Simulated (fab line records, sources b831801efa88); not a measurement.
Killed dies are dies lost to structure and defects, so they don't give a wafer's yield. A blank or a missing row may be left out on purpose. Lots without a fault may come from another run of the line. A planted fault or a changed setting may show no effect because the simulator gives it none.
Which tool did it? | flow gf180mcu | 14 lots, 42 wafers sampled, at 4 steps of a route of 602

WHAT THE GAUGES READ, wafer by wafer
GF_HV_LDD_TW_MEAS_38.
lot  | measured     | on            | HV_LDD_3_TW
L527 | day 11 14:58 | film_metro-01 | 1443 1435 1440
L529 | day 12 06:45 | film_metro-01 | 1441 1439 1440
L530 | day 12 12:11 | film_metro-04 | 1445 1450 1457
L531 | day 12 23:33 | film_metro-04 | 1449 1448 1444
L532 | day 13 08:05 | film_metro-02 | 1439 1436 1432
L533 | day 13 15:50 | film_metro-01 | 1447 1435 1442
L534 | day 13 21:19 | film_metro-01 | 1438 1439 1434
L535 | day 14 06:24 | film_metro-01 | 1444 1449 1447
L542 | day 16 17:39 | film_metro-02 | 1433 1425 1434
L543 | day 16 18:16 | film_metro-01 | 1443 1442 1441
L544 | day 17 04:55 | film_metro-01 | 1438 1436 1434
L546 | day 18 02:11 | film_metro-01 | 1446 1450 1449
L548 | day 18 11:49 | film_metro-02 | 1442 1435 1435
L549 | day 18 23:22 | film_metro-01 | 1439 1446 1438

GF_SAB_CD_MEAS_09: target cd 420 nm.
lot  | measured     | on        | cd_nm (nm)
L527 | day 15 02:28 | cd_sem-02 | 419.7 417.9 416.7
L529 | day 15 19:44 | cd_sem-02 | 414.8 417.3 414.0
L530 | day 16 06:38 | cd_sem-02 | 419.1 417.5 420.0
L531 | day 16 15:07 | cd_sem-02 | 419.1 417.0 417.2
L532 | day 16 23:40 | cd_sem-02 | 415.8 414.2 413.7
L533 | day 17 09:34 | cd_sem-02 | 422.2 423.2 422.0
L534 | day 17 15:23 | cd_sem-02 | 420.1 418.6 419.0
L535 | day 18 03:07 | cd_sem-02 | 418.3 416.8 418.3
L542 | day 20 21:54 | cd_sem-02 | 419.5 421.5 420.9
L543 | day 20 23:39 | cd_sem-01 | 417.6 414.5 416.6
L544 | day 21 08:29 | cd_sem-01 | 421.4 419.5 421.4
L546 | day 22 06:31 | cd_sem-01 | 418.5 418.7 417.6
L548 | day 22 17:21 | cd_sem-01 | 419.9 420.2 419.7
L549 | day 23 03:01 | cd_sem-01 | 420.0 419.8 420.3

WHICH TOOL RAN EACH LOT (tool, then ch and the chambers of the sampled wafers, then the start)
lot  | GF_POLY_GATE_ETCH_12               | GF_HV_LDD_ETCHBACK_58
L527 | rie_diel-03 ch 0,1,3, day 9 06:37  | rie_diel-03 ch 0,1,3, day 12 13:07
L529 | rie_diel-01 ch 0,1,3, day 9 18:39  | rie_diel-02 ch 1,2,3, day 13 05:08
L530 | rie_diel-04 ch 0,1,3, day 10 01:21 | rie_diel-04 ch 1,2, day 13 10:47
L531 | rie_diel-03 ch 0,2,3, day 10 10:51 | rie_diel-02 ch 0,1,2, day 13 22:44
L532 | rie_diel-01 ch 0,2, day 10 18:58   | rie_diel-04 ch 0,1,3, day 14 06:55
L533 | rie_diel-04 ch 1,2, day 11 02:18   | rie_diel-04 ch 0,1,2, day 14 15:02
L534 | rie_diel-01 ch 0,1,2, day 11 06:38 | rie_diel-04 ch 0,1,3, day 14 20:20
L535 | rie_diel-01 ch 0,2,3, day 11 16:52 | rie_diel-04 ch 0,1,2, day 15 06:33
L542 | rie_diel-01 ch 0,1,3, day 13 17:10 | rie_diel-03 ch 0,2,3, day 17 20:08
L543 | rie_diel-04 ch 1,3, day 13 19:58   | rie_diel-04 ch 0,3, day 17 22:17
L544 | rie_diel-01 ch 0,3, day 14 06:57   | rie_diel-04 ch 0,2,3, day 18 07:23
L546 | rie_diel-04 ch 2,3, day 15 00:59   | rie_diel-02 ch 0,1,2, day 19 05:38
L548 | rie_diel-03 ch 0,1,3, day 15 12:19 | rie_diel-04 ch 1,2, day 19 16:40
L549 | rie_diel-03 ch 0,1,2, day 15 22:47 | rie_diel-04 ch 0,1,2, day 20 03:27
- GF_POLY_GATE_ETCH_12: etches BARC in N2/H2.
- GF_HV_LDD_ETCHBACK_58: etches Si3N4 in CH3F/O2, stops on SiO2, time 100 s, target depth 90 nm.

WHAT THE TOOLS THEMSELVES READ (means of the sampled wafers that have a number; where no wafer has one, the mark that the record gives instead)
GF_POLY_GATE_ETCH_12.
lot  | tool        | drypump_motor_current_A (A) | oes_product_au (a.u.) | throttle_valve_pct (%)
L527 | rie_diel-03 | 5.7                         | 0.734                 | 13.208
L529 | rie_diel-01 | 5.4                         | 0.740                 | 13.209
L530 | rie_diel-04 | 5.8                         | 0.737                 | 13.213
L531 | rie_diel-03 | 5.9                         | 0.742                 | 13.219
L532 | rie_diel-01 | 5.3                         | 0.739                 | 13.211
L533 | rie_diel-04 | 5.7                         | 0.735                 | 13.216
L534 | rie_diel-01 | 5.3                         | 0.736                 | 13.216
L535 | rie_diel-01 | 5.6                         | 0.738                 | 13.221
L542 | rie_diel-01 | 5.4                         | 0.732                 | 13.213
L543 | rie_diel-04 | 6.2                         | 0.733                 | 13.219
L544 | rie_diel-01 | 5.4                         | 0.735                 | 13.220
L546 | rie_diel-04 | 5.9                         | 0.738                 | 13.217
L548 | rie_diel-03 | 5.7                         | 0.739                 | 13.217
L549 | rie_diel-03 | 6.0                         | 0.734                 | 13.214

GF_HV_LDD_ETCHBACK_58.
lot  | tool        | drypump_motor_current_A (A) | oes_product_au (a.u.) | run_length_s (s) | throttle_valve_pct (%)
L527 | rie_diel-03 | 5.7                         | 0.852                 | 127.9            | 10.565
L529 | rie_diel-02 | 6.2                         | 0.849                 | 127.8            | 10.565
L530 | rie_diel-04 | 5.9                         | 0.842                 | 128.4            | 10.561
L531 | rie_diel-02 | 6.1                         | 0.840                 | 128.3            | 10.557
L532 | rie_diel-04 | 5.8                         | 0.843                 | 128.8            | 10.561
L533 | rie_diel-04 | 5.6                         | 0.932                 | 120.2            | 10.567
L534 | rie_diel-04 | 5.8                         | 0.917                 | 120.3            | 10.570
L535 | rie_diel-04 | 5.6                         | 0.918                 | 120.4            | 10.571
L542 | rie_diel-03 | 5.9                         | 0.846                 | 127.9            | 10.552
L543 | rie_diel-04 | 5.8                         | 0.839                 | 128.8            | 10.559
L544 | rie_diel-04 | 5.6                         | 0.845                 | 128.5            | 10.561
L546 | rie_diel-02 | 6.1                         | 0.850                 | 128.4            | 10.558
L548 | rie_diel-04 | 5.6                         | 0.851                 | 128.9            | 10.563
L549 | rie_diel-04 | 5.6                         | 0.843                 | 128.7            | 10.561

THE ANSWER, worked out from the rows above alone
Rule: what is usual is taken from the lots themselves. Put in order of their means at a reading, lots are off if they are a third of the lots or fewer, leave a main group of 4 or more, and stand apart from it by a gap of 3 or more times the standard deviation of the main group's means; of several such gaps the widest counts. A main group whose means are all the same, to the digits that the tables above print for the reading, isn't used. A lot without any number at a reading at which 4 lots or more have one is off too. The other lots that the step has rows for count as sound. The gauges are gone through in route order, then the tools' own readings, and for those a lot's mean is taken as printed above. The first step at which some lot is off is used, and at that step the reading that is off furthest; a lot without a number counts as furthest.
Off: L533, L534, L535, at GF_HV_LDD_ETCHBACK_58 (run_length_s). The main group: mean 128.4 s, standard deviation 0.37.
A tool fits if, at that step or a process step before it, it ran every lot that is off, and no sound lot after the first of them. None of those tried fits.

WHAT THE SIMULATOR HAD PUT IN
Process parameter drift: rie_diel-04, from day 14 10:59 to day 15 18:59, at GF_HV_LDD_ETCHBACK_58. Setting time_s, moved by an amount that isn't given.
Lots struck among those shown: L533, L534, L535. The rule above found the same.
